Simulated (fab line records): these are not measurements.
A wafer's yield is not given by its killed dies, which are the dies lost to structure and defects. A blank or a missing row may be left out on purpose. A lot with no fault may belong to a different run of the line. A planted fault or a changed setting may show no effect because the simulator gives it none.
Split-lot trial / flow sky130 / route with 708 steps; 5 lots, 23 wafers read

## THE SPLIT ITSELF
At SKY_NWELL_IMPLANT_24, the setting dose-cm2 was moved away from the recipe's 9.2e+12 on 8 of the 23 wafers read, by -6.5% to +5.4%. The other wafers ran this setting at the recipe's value.

## BETWEEN THE SPLIT AND THE READING: the file shows 1 step in between
- SKY_NWELL_STRIP_25: strips in O2/N2

## THE READING
NWELL_2_TW, at SKY_NWELL_TW_MEAS_26. A value of 499 with a standard deviation of 3.6 is what fault-free wafers of this fab line usually give.

wafer=L077.1; tool, chamber at the split=implanter-04, 0; dose-cm2 as run=9.2e+12; against the recipe=recipe; NWELL_2_TW=498; against lot-mates on the recipe=-
wafer=L077.2; tool, chamber at the split=implanter-04, 0; dose-cm2 as run=8.713e+12; against the recipe=-5.3%; NWELL_2_TW=490; against lot-mates on the recipe=-8
wafer=L077.4; tool, chamber at the split=implanter-04, 0; dose-cm2 as run=8.713e+12; against the recipe=-5.3%; NWELL_2_TW=490; against lot-mates on the recipe=-8
wafer=L077.5; tool, chamber at the split=implanter-04, 0; dose-cm2 as run=9.2e+12; against the recipe=recipe; NWELL_2_TW=498; against lot-mates on the recipe=-
wafer=L077.6; tool, chamber at the split=implanter-04, 0; dose-cm2 as run=9.2e+12; against the recipe=recipe; NWELL_2_TW=498; against lot-mates on the recipe=-
wafer=L078.1; tool, chamber at the split=implanter-03, 0; dose-cm2 as run=9.2e+12; against the recipe=recipe; NWELL_2_TW=500; against lot-mates on the recipe=-
wafer=L078.2; tool, chamber at the split=implanter-03, 0; dose-cm2 as run=9.698e+12; against the recipe=+5.4%; NWELL_2_TW=505; against lot-mates on the recipe=+5
wafer=L078.3; tool, chamber at the split=implanter-03, 0; dose-cm2 as run=9.2e+12; against the recipe=recipe; NWELL_2_TW=503; against lot-mates on the recipe=-
wafer=L078.4; tool, chamber at the split=implanter-03, 0; dose-cm2 as run=9.698e+12; against the recipe=+5.4%; NWELL_2_TW=508; against lot-mates on the recipe=+8
wafer=L078.5; tool, chamber at the split=implanter-03, 0; dose-cm2 as run=9.2e+12; against the recipe=recipe; NWELL_2_TW=498; against lot-mates on the recipe=-
wafer=L081.1; tool, chamber at the split=implanter-01, 0; dose-cm2 as run=9.2e+12; against the recipe=recipe; NWELL_2_TW=501; against lot-mates on the recipe=-
wafer=L081.4; tool, chamber at the split=implanter-01, 0; dose-cm2 as run=9.2e+12; against the recipe=recipe; NWELL_2_TW=504; against lot-mates on the recipe=-
wafer=L081.5; tool, chamber at the split=implanter-01, 0; dose-cm2 as run=9.2e+12; against the recipe=recipe; NWELL_2_TW=502; against lot-mates on the recipe=-
wafer=L082.2; tool, chamber at the split=implanter-03, 0; dose-cm2 as run=8.6e+12; against the recipe=-6.5%; NWELL_2_TW=491; against lot-mates on the recipe=-10
wafer=L082.3; tool, chamber at the split=implanter-03, 0; dose-cm2 as run=9.2e+12; against the recipe=recipe; NWELL_2_TW=501; against lot-mates on the recipe=-
wafer=L082.4; tool, chamber at the split=implanter-03, 0; dose-cm2 as run=9.2e+12; against the recipe=recipe; NWELL_2_TW=502; against lot-mates on the recipe=-
wafer=L082.5; tool, chamber at the split=implanter-03, 0; dose-cm2 as run=8.6e+12; against the recipe=-6.5%; NWELL_2_TW=492; against lot-mates on the recipe=-9
wafer=L082.6; tool, chamber at the split=implanter-03, 0; dose-cm2 as run=9.2e+12; against the recipe=recipe; NWELL_2_TW=501; against lot-mates on the recipe=-
wafer=L085.1; tool, chamber at the split=implanter-01, 0; dose-cm2 as run=9.512e+12; against the recipe=+3.4%; NWELL_2_TW=507; against lot-mates on the recipe=+4
wafer=L085.2; tool, chamber at the split=implanter-01, 0; dose-cm2 as run=9.2e+12; against the recipe=recipe; NWELL_2_TW=504; against lot-mates on the recipe=-
wafer=L085.3; tool, chamber at the split=implanter-01, 0; dose-cm2 as run=9.2e+12; against the recipe=recipe; NWELL_2_TW=503; against lot-mates on the recipe=-
wafer=L085.4; tool, chamber at the split=implanter-01, 0; dose-cm2 as run=9.512e+12; against the recipe=+3.4%; NWELL_2_TW=506; against lot-mates on the recipe=+3
wafer=L085.5; tool, chamber at the split=implanter-01, 0; dose-cm2 as run=9.2e+12; against the recipe=recipe; NWELL_2_TW=502; against lot-mates on the recipe=-

FIT RESULTS
A straight line over all 23 wafers: NWELL_2_TW changes by +1.5 for each +1% of dose-cm2; r = +0.91; the points scatter about the line by 2.2.
The same after taking each lot's own level away (the mean of its wafers on the recipe; 23 wafers): +1.35 for each +1%; r = +0.96; scatter 1.2.
The reading moves by 8.8 for the largest change in dose-cm2, on that fit.
Across the lots, their own levels run from 498.0 to 503.0, a range of 1.4 times the standard deviation given above.
In other words, the slope is changed by the lot-to-lot level; the two fits disagree.
Check: -8.85 against its lot-mates is what the line predicts for one of the wafers moved furthest among these (-6.5%) when that wafer is left out of the fit. It came out at -10.3 against them.

## THE OTHER SPLITS THESE WAFERS WENT THROUGH
Note: prior to the reading, these wafers also went through further splits. Each is held against what the fit with the lots' levels taken away leaves over:
other split on the same wafers=SKY_FIELD_ISO_CVD_03 temp-c; wafers away from the commonest value=15; r with NWELL_2_TW (lot level and that fit taken away)=+0.00
other split on the same wafers=SKY_FIELD_ISO_CLEAN_19 time-s; wafers away from the commonest value=10; r with NWELL_2_TW (lot level and that fit taken away)=-0.01
other split on the same wafers=SKY_FIELD_ISO_WET_ETCH_28 time-s; wafers away from the commonest value=15; r with NWELL_2_TW (lot level and that fit taken away)=+0.01
other split on the same wafers=SKY_DNWELL_COAT_02 resist-thk-nm; wafers away from the commonest value=6; r with NWELL_2_TW (lot level and that fit taken away)=+0.19
other split on the same wafers=SKY_DNWELL_DEVELOP_06 develop-time-s; wafers away from the commonest value=8; r with NWELL_2_TW (lot level and that fit taken away)=-0.02
other split on the same wafers=SKY_PWDE_IMPLANT_08 dose-cm2; wafers away from the commonest value=8; r with NWELL_2_TW (lot level and that fit taken away)=+0.30

## FILE'S OWN FIT
NWELL_2_TW changes by +1.37 for each +1% of dose-cm2, r = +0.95.
